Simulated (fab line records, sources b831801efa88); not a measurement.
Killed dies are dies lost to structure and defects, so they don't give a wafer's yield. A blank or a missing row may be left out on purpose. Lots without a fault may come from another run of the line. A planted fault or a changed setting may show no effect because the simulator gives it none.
Chamber matching | flow sky130 | SKY_SONOS_ONO_ETCH_15 on rie_diel-01: 4 sister chambers
The step etches the open film in CHF3/O2, target depth 19.52 nm, time 7.8 s. 18 wafers are shown with their chamber, then 9 later ones without.

WAFERS WITH THEIR CHAMBER
wafer  | chamber | drypump_motor_current_A (A) | oes_product_au (a.u.) | throttle_valve_pct (%)
L078.3 | 0       | 5.7                         | 1.015                 | 8.812
L078.4 | 1       | 5.4                         | 1.007                 | 8.822
L078.6 | 3       | 6.0                         | 1.000                 | 8.837
L081.1 | 1       | 5.4                         | 0.995                 | 8.830
L081.4 | 3       | 6.0                         | 0.998                 | 8.821
L081.5 | 0       | 5.7                         | 1.011                 | 8.833
L084.1 | 3       | 6.0                         | 1.001                 | 8.808
L084.2 | 0       | 5.7                         | 1.006                 | 8.836
L084.5 | 2       | 5.7                         | 0.996                 | 8.824
L086.1 | 1       | 5.4                         | 1.012                 | 8.858
L086.4 | 3       | 6.0                         | 0.989                 | 8.821
L086.6 | 1       | 5.4                         | 1.006                 | 8.842
L089.3 | 2       | 5.6                         | 1.010                 | 8.810
L089.5 | 0       | 5.7                         | 0.999                 | 8.824
L089.6 | 3       | 6.0                         | 0.983                 | 8.812
L091.1 | 1       | 5.4                         | 1.015                 | 8.819
L091.5 | 3       | 6.0                         | 0.995                 | 8.837
L091.6 | 2       | 5.7                         | 0.997                 | 8.819

SIGNATURES (means of the wafers above)
reading                 | chamber 0 | chamber 1 | chamber 2 | chamber 3 | scatter within a chamber
drypump_motor_current_A | 5.700     | 5.400     | 5.667     | 6.000     | 0.0218
oes_product_au          | 1.00775   | 1.00700   | 1.00100   | 0.99433   | 0.0073
throttle_valve_pct      | 8.82625   | 8.83420   | 8.81767   | 8.82267   | 0.0126
Rule: a wafer's distance from a chamber is the root of the sum, over the readings, of the square of ((its reading less the chamber's mean) divided by the reading's scatter). The wafer belongs to the nearest chamber; if the next one is less than 2 further off, it can't be placed. The scatter: the root of (the sum of the squares of (reading less its chamber's mean) over the shown wafers, divided by (wafers less chambers)).

WAFERS WITHOUT THEIR CHAMBER
wafer  | drypump_motor_current_A (A) | oes_product_au (a.u.) | throttle_valve_pct (%)
L092.1 | 5.7                         | 0.999                 | 8.835
L092.3 | 5.6                         | 1.000                 | 8.831
L092.4 | 5.4                         | 1.005                 | 8.833
L093.3 | 5.7                         | 1.017                 | 8.817
L093.4 | 5.4                         | 0.996                 | 8.820
L093.6 | 5.4                         | 0.998                 | 8.817
L094.3 | 5.4                         | 1.015                 | 8.831
L094.4 | 5.7                         | 1.010                 | 8.810
L094.6 | 5.7                         | 1.008                 | 8.813

WHICH CHAMBER EACH WENT THROUGH
wafer  | from the rows above     | in truth
L092.1 | can't be placed: 0 or 2 | 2
L092.3 | can't be placed: 2 or 0 | 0
L092.4 | 1                       | 1
L093.3 | can't be placed: 0 or 2 | 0
L093.4 | 1                       | 1
L093.6 | 1                       | 1
L094.3 | 1                       | 1
L094.4 | can't be placed: 0 or 2 | 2
L094.6 | can't be placed: 0 or 2 | 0
Placed correctly: 4 of 9. Can't be placed from these rows: 5 (the true chamber is among the candidates in 5). Placed wrongly: 0.
